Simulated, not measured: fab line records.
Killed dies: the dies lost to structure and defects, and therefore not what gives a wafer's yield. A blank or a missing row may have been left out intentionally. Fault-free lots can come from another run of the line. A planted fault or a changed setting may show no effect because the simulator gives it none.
Matching of chambers | flow gf180mcu | GF_M5_ETCH_09 on rie_diel-04 has 4 sister chambers
The step etches Si3N4 in CF4/O2, target depth 52 nm, time 11.6 s. 36 wafers are shown with their chamber, then 12 later ones without.

== WAFERS WITH THEIR CHAMBER ==
wafer  | chamber | oes_product_au (a.u.) | throttle_valve_pct (%)
L076.1 | 2       | 0.996                 | 5.948
L076.2 | 1       | 0.987                 | 5.969
L076.5 | 0       | 0.996                 | 5.979
L077.1 | 0       | 0.994                 | 5.954
L077.4 | 1       | 0.986                 | 5.975
L077.6 | 1       | 0.975                 | 5.973
L078.2 | 3       | 0.992                 | 5.960
L078.5 | 3       | 0.985                 | 5.967
L078.6 | 0       | 1.004                 | 5.955
L080.2 | 1       | 0.995                 | 5.967
L080.4 | 0       | 0.995                 | 5.974
L080.5 | 1       | 0.990                 | 5.956
L081.1 | 2       | 0.986                 | 5.975
L081.2 | 3       | 0.983                 | 5.977
L081.3 | 0       | 0.996                 | 5.978
L081.4 | 1       | 0.994                 | 5.976
L081.5 | 3       | 0.978                 | 5.968
L081.6 | 2       | 0.998                 | 5.966
L082.1 | 3       | 0.990                 | 5.977
L082.3 | 0       | 1.001                 | 5.958
L082.4 | 1       | 0.993                 | 5.976
L083.3 | 0       | 0.993                 | 5.947
L083.4 | 1       | 0.982                 | 5.969
L083.6 | 3       | 0.982                 | 5.961
L087.1 | 2       | 1.020                 | 5.973
L087.2 | 0       | 1.002                 | 5.990
L087.3 | 1       | 0.989                 | 5.967
L087.4 | 3       | 0.989                 | 5.973
L087.5 | 2       | 1.009                 | 5.970
L087.6 | 1       | 0.981                 | 5.958
L090.1 | 0       | 1.004                 | 5.977
L090.2 | 1       | 0.983                 | 5.966
L090.3 | 3       | 0.983                 | 5.968
L091.2 | 1       | 0.990                 | 5.952
L091.5 | 1       | 1.001                 | 5.962
L091.6 | 0       | 0.983                 | 5.972

SIGNATURES (means of the wafers above)
reading            | chamber 0 | chamber 1 | chamber 2 | chamber 3 | scatter within a chamber
oes_product_au     | 0.99680   | 0.98815   | 1.00180   | 0.98525   | 0.00744
throttle_valve_pct | 5.96840   | 5.96662   | 5.96640   | 5.96887   | 0.01
Rule: for a wafer and a chamber, the distance is found by dividing, reading by reading, the gap between the wafer's reading and the chamber's mean by the reading's scatter, squaring, summing and taking the root. The wafer belongs to the nearest chamber; if the next one is less than 2 further off, it can't be placed. How the scatter is found: for the shown wafers, subtract from each reading the mean of its chamber, square and add these, divide the total by (wafers less chambers), then take the root.

== WAFERS MISSING THEIR CHAMBER ==
wafer  | oes_product_au (a.u.) | throttle_valve_pct (%)
L092.1 | 0.987                 | 5.970
L092.2 | 0.999                 | 5.965
L092.3 | 1.001                 | 5.975
L092.4 | 0.986                 | 5.981
L092.5 | 0.984                 | 5.957
L092.6 | 0.995                 | 5.961
L095.1 | 1.004                 | 5.966
L095.2 | 0.986                 | 5.962
L095.6 | 0.986                 | 5.961
L097.1 | 0.997                 | 5.956
L097.4 | 0.995                 | 5.974
L097.5 | 0.996                 | 5.985

== WHICH CHAMBER EACH WENT THROUGH ==
wafer  | from the rows above               | in truth
L092.1 | can't be placed: 3 or 1 or 0 or 2 | 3
L092.2 | can't be placed: 2 or 0 or 1 or 3 | 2
L092.3 | can't be placed: 2 or 0 or 1 or 3 | 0
L092.4 | can't be placed: 3 or 1 or 0 or 2 | 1
L092.5 | can't be placed: 1 or 3 or 0 or 2 | 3
L092.6 | can't be placed: 0 or 2 or 1 or 3 | 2
L095.1 | can't be placed: 2 or 0 or 1      | 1
L095.2 | can't be placed: 1 or 3 or 0 or 2 | 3
L095.6 | can't be placed: 1 or 3 or 0 or 2 | 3
L097.1 | can't be placed: 2 or 0 or 1 or 3 | 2
L097.4 | can't be placed: 0 or 1 or 2 or 3 | 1
L097.5 | can't be placed: 0 or 2 or 1 or 3 | 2
0 of 12 placed correctly. Can't be placed from these rows: 12 (the true chamber is among the candidates in 12). Number placed wrongly: 0.
